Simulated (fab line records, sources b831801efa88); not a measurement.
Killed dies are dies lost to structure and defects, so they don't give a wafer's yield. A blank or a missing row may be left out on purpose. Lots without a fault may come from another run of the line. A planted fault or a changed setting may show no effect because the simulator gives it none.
fab line records | flow gf180mcu
record lots=14 wafers=42 last_day=34
route steps=602 shown STI@13 DNWELL@38 MVPSD@139 DUAL_GATE@152
lots that met no fault: from a run of the same line without faults
start_h: hours from the record's first day to the start of the lot's first wafer shown | wait_h: hours since the lot's step before | " the same as in the row above | L1.1+2: a row that stands for several wafers | - no value, or no start given | * or withheld: withheld | < > ~ a bound
route shown NAME@n: a module of which the file shows steps, and the number in the route of the first | usual: mean/standard deviation of fault-free wafers | same: alike in all rows | chamber/n: place in a boat | sites: the reading at each site | _std_site: their standard deviation | _edge_site: outer sites' mean less inner sites' | radius_mm: how far each site lies from the wafer's centre | mask NAME#n: copy n | behind: the tool/chamber that last shaped the wafer | hold: why the lot was held/for how many hours/how that ended | device: the transistor (n, p or np) that didn't switch | end of line: the same wafers' tests at the end of the route | a step without rows: its recipe alone | killed: dies lost to structure and defects at the first sort, not the wafer's yield | map: a wafer's dies, x killed, . not, _ none there
set.NAME: the setting as run; set.NAME@STEP: as run at that earlier step | model.NAME: the simulator's own value behind a step, which no gauge read
steps of the route over a sample of lots; a table a step, a row a wafer
## steps
# step GF_STI_CD_MEAS_12
# recipe target_cd_nm=220
# usual cd_nm=220.3/1.3
# columns lot.wafer tool chamber start_h wait_h cd_nm
L190.1 cd_sem-01 - 30.59 0.1 217.7
L190.5 " - " " 219.0
L190.6 " - " " 218.9
L192.2 cd_sem-01 - 42.76 0.1 220.4
L192.5 " - " " 221.0
L192.6 " - " " 221.1
L194.1 cd_sem-02 - 51.80 0.1 219.5
L194.4 " - " " 220.0
L194.6 " - " " 220.1
L195.2 cd_sem-02 - 55.32 0.1 219.4
L195.3 " - " " 220.4
L195.4 " - " " 219.2
L199.1 cd_sem-02 - 76.90 0.1 222.8
L199.5 " - " " 223.9
L199.6 " - " " 223.6
L200.1 cd_sem-01 - 83.25 0.1 221.5
L200.3 " - " " 221.4
L200.4 " - " " 220.5
L203.2 cd_sem-01 - 98.17 0.1 221.1
L203.5 " - " " 220.6
L203.6 " - " " 220.4
L205.1 cd_sem-01 - 110.80 0.1 220.4
L205.5 " - " " 220.5
L205.6 " - " " 219.0
L206.2 cd_sem-02 - 119.91 0.1 222.1
L206.5 " - " " 220.1
L206.6 " - " " 221.2
L207.1 cd_sem-01 - 120.24 0.1 219.2
L207.3 " - " " 219.1
L207.6 " - " " 219.1
L208.3 cd_sem-01 - 128.03 0.1 221.7
L208.5 " - " " 221.8
L208.6 " - " " 221.9
L210.2 cd_sem-02 - 133.31 0.1 222.1
L210.3 " - " " 222.3
L210.4 " - " " 222.3
L211.3 cd_sem-02 - 140.13 0.1 221.0
L211.5 " - " " 222.2
L211.6 " - " " 222.0
L212.1 cd_sem-01 - 144.29 0.1 220.6
L212.4 " - " " 221.1
L212.6 " - " " 219.8
# step GF_DNWELL_DEVELOP_06
# recipe wall_angle_deg=90 develop_time_s=60 dev_temp_c=23
# usual chill_plate_temp_C=23.00/0.1 develop_time_s=60/0 resist_line_temp_C=23.03/0.11
# columns lot.wafer tool chamber start_h wait_h chill_plate_temp_C develop_time_s resist_line_temp_C
L190.1 litho_track-02 0 50 - 22.90 60 23.12
L190.5 " 0 " " 23.06 60 23.04
L190.6 " 0 " " 23.18 60 23.02
L192.2 litho_track-01 0 62 - 23.05 60 23.16
L192.5 " 0 " " 23.04 60 22.93
L192.6 " 0 " " 22.90 60 22.92
L194.1 litho_track-03 0 69 - 23.00 60 22.97
L194.4 " 0 " " 23.02 60 23.03
L194.6 " 0 " " 22.85 60 23.17
L195.2 litho_track-02 0 73 - 22.98 60 23.03
L195.3 " 0 " " 22.88 60 22.96
L195.4 " 0 " " 22.82 60 23.09
L199.1 litho_track-03 - 98 - - - -
L199.5 " - " " - - -
L199.6 " - " " - - -
L200.1 litho_track-01 - 103 - - - -
L200.3 " - " " - - -
L200.4 " - " " - - -
L203.2 litho_track-01 0 122 - 23.17 60 22.96
L203.5 " 0 123 - 23.02 60 22.93
L203.6 " 0 " " 23.21 60 23.02
L205.1 litho_track-01 0 132 - 22.73 60 23.00
L205.5 " 0 " " 22.92 60 22.92
L205.6 " 0 " " 22.75 60 22.95
L206.2 litho_track-03 0 140 - 22.89 60 23.07
L206.5 " 0 " " 23.02 60 23.07
L206.6 " 0 141 - 23.08 60 23.05
L207.1 litho_track-03 0 142 - 22.96 60 22.84
L207.3 " 0 " " 23.25 60 22.94
L207.6 " 0 " " 23.25 60 22.93
L208.3 litho_track-03 0 148 - 23.12 60 23.00
L208.5 " 0 " " 23.10 60 22.94
L208.6 " 0 " " 23.05 60 22.91
L210.2 litho_track-01 0 153 - 22.86 60 23.16
L210.3 " 0 " " 22.97 60 22.94
L210.4 " 0 " " 22.81 60 23.08
L211.3 litho_track-03 0 162 - 22.93 60 23.22
L211.5 " 0 " " 22.96 60 23.14
L211.6 " 0 " " 22.97 60 23.11
L212.1 litho_track-01 0 165 - 22.89 60 22.95
L212.4 " 0 166 - 22.92 60 22.99
L212.6 " 0 " " 22.83 60 22.98
# step GF_DNWELL_TW_MEAS_09
# usual DNWELL_TW=1353/12
# columns lot.wafer tool chamber start_h wait_h DNWELL_TW
L190.1 film_metro-02 - 50.40 0.1 1337
L190.5 " - " " 1332
L190.6 " - " " 1347
L192.2 film_metro-04 - 62.42 0.1 1348
L192.5 " - " " 1344
L192.6 " - " " 1340
L194.1 film_metro-03 - 70.24 0.1 1366
L194.4 " - " " 1376
L194.6 " - " " 1380
L195.2 film_metro-02 - 73.66 0.1 1349
L195.3 " - " " 1344
L195.4 " - " " 1339
L199.1 film_metro-02 - 98.64 0.1 30
L199.5 " - " " 31
L199.6 " - " " 31
L200.1 film_metro-02 - 104.16 0.1 31
L200.3 " - " " 31
L200.4 " - " " 31
L203.2 film_metro-02 - 123.37 0.1 1345
L203.5 " - " " 1340
L203.6 " - " " 1349
L205.1 film_metro-02 - 132.81 0.1 1354
L205.5 " - " " 1346
L205.6 " - " " 1348
L206.2 film_metro-03 - 141.30 0.1 1359
L206.5 " - " " 1365
L206.6 " - " " 1368
L207.1 film_metro-04 - 143.19 0.1 1362
L207.3 " - " " 1369
L207.6 " - " " 1368
L208.3 film_metro-04 - 148.71 0.1 1352
L208.5 " - " " 1344
L208.6 " - " " 1344
L210.2 film_metro-04 - 153.86 0.1 1354
L210.3 " - " " 1348
L210.4 " - " " 1352
L211.3 film_metro-04 - 162.70 0.1 1349
L211.5 " - " " 1356
L211.6 " - " " 1349
L212.1 film_metro-03 - 166.35 0.1 1360
L212.4 " - " " 1360
L212.6 " - " " 1355
# step GF_VT_IMPLANT_RS_MEAS_49
# recipe thk_meas_gauge=four-point-probe
# usual MVPSD_RS=1170.2/2.4
# columns lot.wafer tool chamber start_h wait_h MVPSD_RS[ohm/sq]
L190.1 film_metro-03 - 165.66 0.1 1168.6
L190.5 " - " " 1167.6
L190.6 " - " " 1169.1
L192.2 film_metro-03 - 181.27 0.1 1168.5
L192.5 " - " " 1168.7
L192.6 " - " " 1167.5
L194.1 film_metro-02 - 191.01 0.1 1170.1
L194.4 " - " " 1173.0
L194.6 " - " " 1171.3
L195.2 film_metro-02 - 194.43 0.1 1167.1
L195.3 " - " " 1166.7
L195.4 " - " " 1166.9
L199.1 film_metro-03 - 228.41 0.1 1169.4
L199.5 " - " " 1165.8
L199.6 " - " " 1168.5
L200.1 film_metro-03 - 236.20 0.1 1167.7
L200.3 " - " " 1171.2
L200.4 " - " " 1169.4
L203.2 film_metro-03 - 261.68 0.1 1173.2
L203.5 " - " " 1172.8
L203.6 " - " " 1174.0
L205.1 film_metro-01 - 272.90 0.1 1169.7
L205.5 " - " " 1167.2
L205.6 " - " " 1171.0
L206.2 film_metro-02 - 284.98 0.1 1170.6
L206.5 " - " " 1171.1
L206.6 " - " " 1172.5
L207.1 film_metro-02 - 287.05 0.1 1169.3
L207.3 " - " " 1170.0
L207.6 " - " " 1170.8
L208.3 film_metro-03 - 294.09 0.1 1168.0
L208.5 " - " " 1170.9
L208.6 " - " " 1170.1
L210.2 film_metro-02 - 298.62 0.1 1174.2
L210.3 " - " " 1173.9
L210.4 " - " " 1171.4
L211.3 film_metro-02 - 310.70 0.1 1175.8
L211.5 " - " " 1175.1
L211.6 " - " " 1173.4
L212.1 film_metro-01 - 316.15 0.1 1172.3
L212.4 " - " " 1170.4
L212.6 " - " " 1170.5
# step GF_DUAL_GATE_OVL_MEAS_11
# usual DUAL_GATE_OVL=1.0/1.2
# columns lot.wafer tool chamber start_h wait_h DUAL_GATE_OVL[nm]
L190.1 overlay-01 - 184.30 0.1 2.4
L190.5 " - " " 3.8
L190.6 " - " " 3.6
L192.2 overlay-02 - 199.69 0.1 1.8
L192.5 " - " " 0.8
L192.6 " - " " -2.1
L194.1 overlay-01 - 209.93 0.1 0.0
L194.4 " - " " 1.0
L194.6 " - " " 2.0
L195.2 overlay-02 - 213.55 0.1 -0.4
L195.3 " - " " 0.2
L195.4 " - " " 1.6
L199.1 overlay-01 - 248.39 0.1 0.2
L199.5 " - " " 0.6
L199.6 " - " " -1.2
L200.1 overlay-01 - 256.95 0.1 0.9
L200.3 " - " " 0.6
L200.4 " - " " 1.0
L203.2 overlay-01 - 282.69 0.1 0.5
L203.5 " - " " 0.4
L203.6 " - " " -0.3
L205.1 overlay-02 - 296.83 0.1 0.8
L205.5 " - " " -0.9
L205.6 " - " " -1.7
L206.2 overlay-02 - 307.35 0.1 0.6
L206.5 " - " " 1.1
L206.6 " - " " 2.9
L207.1 overlay-01 - 309.04 0.1 -0.1
L207.3 " - " " 1.0
L207.6 " - " " 1.3
L208.3 overlay-01 - 316.16 0.1 1.8
L208.5 " - " " 1.2
L208.6 " - " " 2.7
L210.2 overlay-01 - 321.04 0.1 -0.3
L210.3 " - " " 0.2
L210.4 " - " " 0.7
L211.3 overlay-02 - 337.56 0.1 0.8
L211.5 " - " " 0.1
L211.6 " - " " 0.8
L212.1 overlay-01 - 341.60 0.1 1.3
L212.4 " - " " 3.1
L212.6 " - " " 0.6
## key
first_sign step=GF_DNWELL_DEVELOP_06 reading=tool_record direction=missing
effect step=GF_DNWELL_TW_MEAS_09 reading=DNWELL_TW direction=down sigmas=99+ usual=1353 struck=31
met_at GF_DNWELL_DEVELOP_06
struck_lots L199,L200
sort_left_out L199.1,L199.5,L199.6,L200.1,L200.3,L200.4
tester_left_out L199,L200
not_acting_at GF_STI_CD_MEAS_12,GF_VT_IMPLANT_RS_MEAS_49,GF_DUAL_GATE_OVL_MEAS_11
onset_between 69 98
fault kind=skipped_step_whole tool=litho_track-01,litho_track-03 chamber=- onset_h=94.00 steps=GF_DNWELL_DEVELOP_06 scope=struck_lots_only
# tester_left_out: of these lots the tester's yield and bins aren't shown, on N5 and GAA mostly nor the transistor test; their killed dies are dies lost to structure and defects alone, not to doping, threshold or leakage, so they don't give the yield
# sort_left_out: the simulated sort isn't trusted on such a fault, so these wafers' sort isn't shown, and their yield isn't known
